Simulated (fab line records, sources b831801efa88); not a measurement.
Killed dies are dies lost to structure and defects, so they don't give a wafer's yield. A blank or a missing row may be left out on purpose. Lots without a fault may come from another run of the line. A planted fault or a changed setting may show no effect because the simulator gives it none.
Problem report in the 8D (eight disciplines) form, filled by code | flow sky130 | the parts of the form that need people (team, actions taken, sign-off) are left out

1. THE PROBLEM
oes_product_au at SKY_POLY_GATE_ETCH_17 reads a mean of 0.747 a.u. on 3 wafers of 3 lots; wafers without a fault read 0.991 a.u. with a standard deviation of 0.0075. That is -33 standard deviations from the usual mean.
The step: etches poly-Si in HBr/Cl2, stops on SiO2, target depth 180 nm, time 70.5 s.
First seen on wafer L742.2, day 19 13:00, on rie_si-01. The record holds 42 wafers of 15 lots with a number at this step. Rule for "out", or "out of limits": more than 4 standard deviations from the usual mean. The other wafers with a number count as sound.

2. WHAT IT IS AND WHAT IT IS NOT
question                    | is                     | is not
which readings at this step | oes_product_au         | chamber_pressure_mTorr, drypump_motor_current_A, throttle_valve_pct
which lots                  | L742, L744, L745       | L734, L735, L736, L737, L738, L746, L748, L753, L754, L755, L756, L757
which wafers of those lots  | L742.2, L744.3, L745.2 | L742.5, L744.5, L745.5
read on which tools         | rie_si-01              | rie_si-02
when                        | from day 19 13:00      | up to then (16 sound wafers); but 23 sound wafers of L744, L745, L746, L748, L753, L754, L755, L756, L757 came after

3. SUSPECTS, AND WHAT RULES EACH OUT
Counting: a tool at a process step up to the reading stays a suspect if it ran every lot that is out. Sound lots after the first of them don't rule it out here, since some wafers of a struck lot are sound.
- rie_si-01 at SKY_POLY_GATE_ETCH_17 (etches poly-Si in HBr/Cl2, stops on SiO2, target depth 180 nm, time 70.5 s): kept. It ran every lot that is out, first L742 (day 19 13:00); its last sound lot up to then is L737 (day 17 18:14). Its own readings are out on those wafers: oes_product_au.
Left after counting: rie_si-01 at SKY_POLY_GATE_ETCH_17.

4. THE CAUSE (what the simulator had put in)
Process parameter drift: rie_si-01, from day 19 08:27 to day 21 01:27, at SKY_POLY_GATE_ETCH_17. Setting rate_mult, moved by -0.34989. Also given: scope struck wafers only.
Counting left only this tool.

5. THE CHAIN OF EFFECTS, in route order
Each row: a reading whose mean over the struck wafers that have a number lies more than 3 standard deviations from the usual. Only readings for which the record gives a usual standard deviation are gone through. hours: the time from each lot's start at the first step in this table that gives one to its start at this step, as a median over the lots. sigmas: the change in usual standard deviations.
hours | step                   | reading                  | usual      | on struck wafers | change | sigmas
0     | SKY_POLY_GATE_ETCH_17  | oes_product_au           | 0.991 a.u. | 0.747            | -0.244 | -33
0     | SKY_POLY_GATE_STRIP_18 | strip_time_to_endpoint_s | 3.16 s     | 3.52             | +0.36  | +7.6
The process steps in it:
- SKY_POLY_GATE_ETCH_17: etches poly-Si in HBr/Cl2, stops on SiO2, target depth 180 nm, time 70.5 s.
- SKY_POLY_GATE_STRIP_18: strips in O2/N2.
Later measuring or inspecting steps at which every struck wafer that the step has a row for has a number for every such reading, and none has moved that far: SKY_SD_N_TW_MEAS_12.

6. WHAT WOULD HAVE CAUGHT IT SOONER
In this record the first reading out of limits was taken at day 19 13:00, 5 hours after the fault began at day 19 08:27.
